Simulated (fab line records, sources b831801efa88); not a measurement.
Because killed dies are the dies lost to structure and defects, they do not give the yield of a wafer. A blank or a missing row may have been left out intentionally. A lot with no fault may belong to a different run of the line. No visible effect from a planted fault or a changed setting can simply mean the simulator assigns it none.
fab line records -- flow sky130
[record] lots = 14, wafers = 42, last-day = 50
route steps=708 shown LDD_N@252
lots that met no fault: from a run of the same line without faults
start-h: hours from the record's first day to the start of the lot's first wafer shown -- wait-h: hours elapsed since this lot's preceding step -- " as in the row above -- L1.1+2: several wafers, shown together as one row -- - no value, or no start given -- * or withheld: withheld -- < > ~ a bound
route shown NAME@n: NAME is a module with steps in the file, n the number in the route of the first one -- usual: mean/standard deviation of fault-free wafers -- same: alike in all rows -- chamber/n: place in a boat -- sites: the reading at each site -- _std_site: the values' standard deviation -- _edge_site: outer sites' mean less inner sites' -- radius-mm: how far each site lies from the wafer's centre -- mask NAME#n: copy n -- behind: the most recent tool/chamber to have shaped the wafer -- hold: cause of the lot's hold/its duration in hours/its outcome -- device: the transistor (n, p or np) that didn't switch -- end of line: tests of these same wafers at the route's end -- a step with no rows: only its recipe -- killed: the dies lost at the first sort to structure and to defects; this is not the yield of the wafer -- map: shows each die of a wafer: x if killed, . if not, _ if none is there
set.NAME: the setting that was run; set.NAME@STEP: the one run at that earlier step -- model.NAME: the simulator's own value behind a step, which no gauge read
a sample of lots followed through the steps of the route, with each step as a table and each wafer as a row
services: from which hour (start-h, from the record's first day; less than 0 if before it) a tool's chamber was out of use, for how many hours, and why
[[steps]]
[step SKY_LDD_N_IMPLANT_15]
[recipe] species = BF2, energy-kev = 50, dose-cm2 = 5e+12, tilt-deg = 30, rotation-deg = 270
[usual] dose-ions-cm2 = 4.999e+12/5.3e+09, faraday-current-uA = 28.2/0.54
lot.wafer,tool,chamber,start-h,wait-h,dose-ions-cm2,faraday-current-uA
L463.2,implanter-01,0,403.80,0.1,5e+12,29.5
L463.3,implanter-01,0,403.80,0.1,5.004e+12,27.7
L463.6,implanter-01,0,403.80,0.1,5.005e+12,27.9
L464.2,implanter-01,0,413.15,0.1,5.005e+12,28.8
L464.4,implanter-01,0,413.15,0.1,4.999e+12,27.6
L464.5,implanter-01,0,413.15,0.1,4.999e+12,28.0
L466.2,implanter-04,0,435.05,0.1,5.005e+12,29.4
L466.5,implanter-04,0,435.05,0.1,4.996e+12,27.9
L466.6,implanter-04,0,435.05,0.1,5e+12,28.1
L467.1,implanter-01,0,447.17,0.1,5.005e+12,27.8
L467.2,implanter-01,0,447.17,0.1,5.011e+12,26.6
L467.3,implanter-01,0,447.17,0.1,4.996e+12,29.0
L469.4,implanter-01,0,457.55,0.1,4.983e+12,29.0
L469.5,implanter-01,0,457.55,0.1,4.993e+12,27.8
L469.6,implanter-01,0,457.55,0.1,4.99e+12,27.8
L468.1,implanter-04,0,458.07,0.1,4.995e+12,27.8
L468.3,implanter-04,0,458.07,0.1,5e+12,28.5
L468.4,implanter-04,0,458.07,0.1,4.993e+12,28.4
L470.1,implanter-03,0,470.12,0.1,4.996e+12,28.1
L470.2,implanter-03,0,470.12,0.1,5.008e+12,28.1
L470.3,implanter-03,0,470.12,0.1,4.999e+12,27.6
L474.1,implanter-03,0,506.92,0.1,5.002e+12,27.9
L474.4,implanter-03,0,506.92,0.1,4.994e+12,27.8
L474.6,implanter-03,0,506.92,0.1,4.999e+12,28.6
L475.2,implanter-01,0,507.95,0.1,3.299e+12,18.5
L475.5,implanter-01,0,507.95,0.1,3.298e+12,18.8
L475.6,implanter-01,0,507.95,0.1,3.308e+12,18.5
L477.1,implanter-01,0,529.12,0.1,3.305e+12,18.3
L477.3,implanter-01,0,529.12,0.1,3.313e+12,18.9
L477.6,implanter-01,0,529.12,0.1,3.307e+12,18.0
L482.1,implanter-03,0,580.22,0.1,4.998e+12,27.6
L482.5,implanter-03,0,580.22,0.1,4.998e+12,28.3
L482.6,implanter-03,0,580.22,0.1,4.999e+12,28.4
L484.1,implanter-03,0,591.19,0.1,5.002e+12,29.3
L484.4,implanter-03,0,591.19,0.1,4.997e+12,28.9
L484.6,implanter-03,0,591.19,0.1,4.996e+12,28.7
L485.4,implanter-04,0,594.81,0.1,5.004e+12,28.2
L485.5,implanter-04,0,594.81,0.1,5.003e+12,28.9
L485.6,implanter-04,0,594.81,0.1,5.004e+12,28.2
L486.4,implanter-03,0,603.31,0.1,5.001e+12,28.1
L486.5,implanter-03,0,603.31,0.1,5.004e+12,27.8
L486.6,implanter-03,0,603.31,0.1,5.005e+12,28.9
[[services]]
tool,chamber,start-h,hours,kind
implanter-03,-,432.95,3.3,pm
implanter-04,-,442.53,3.9,pm
implanter-01,-,447.32,2.3,pm
implanter-03,-,486.16,1.9,repair
implanter-01,-,501.57,2.8,repair
implanter-04,-,587.52,1.5,repair
[[key]]
[first-sign] step = SKY_LDD_N_IMPLANT_15, reading = dose-ions-cm2, direction = down, sigmas = 99+, usual = *, struck = *
[effect] step = SKY_LDD_N_IMPLANT_15, reading = faraday-current-uA, direction = down, sigmas = 18, usual = 28.2, struck = 18.5
met-at SKY_LDD_N_IMPLANT_15
struck-lots L475,L477
tester-left-out L475,L477
onset-between 457.55 507.95
[fault] kind = process-parameter-drift, tool = implanter-01, chamber = -, onset-h = 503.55, steps = SKY_LDD_N_IMPLANT_15, channel = dose-cm2, offset = *, shape = step, end-h = 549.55, acts-in = *, stated = *
// tester-left-out: of these lots the tester's yield and bins aren't shown, on N5 and GAA mostly nor the transistor test; their killed dies are dies lost to structure and defects alone, not to doping, threshold or leakage, so they don't give the yield
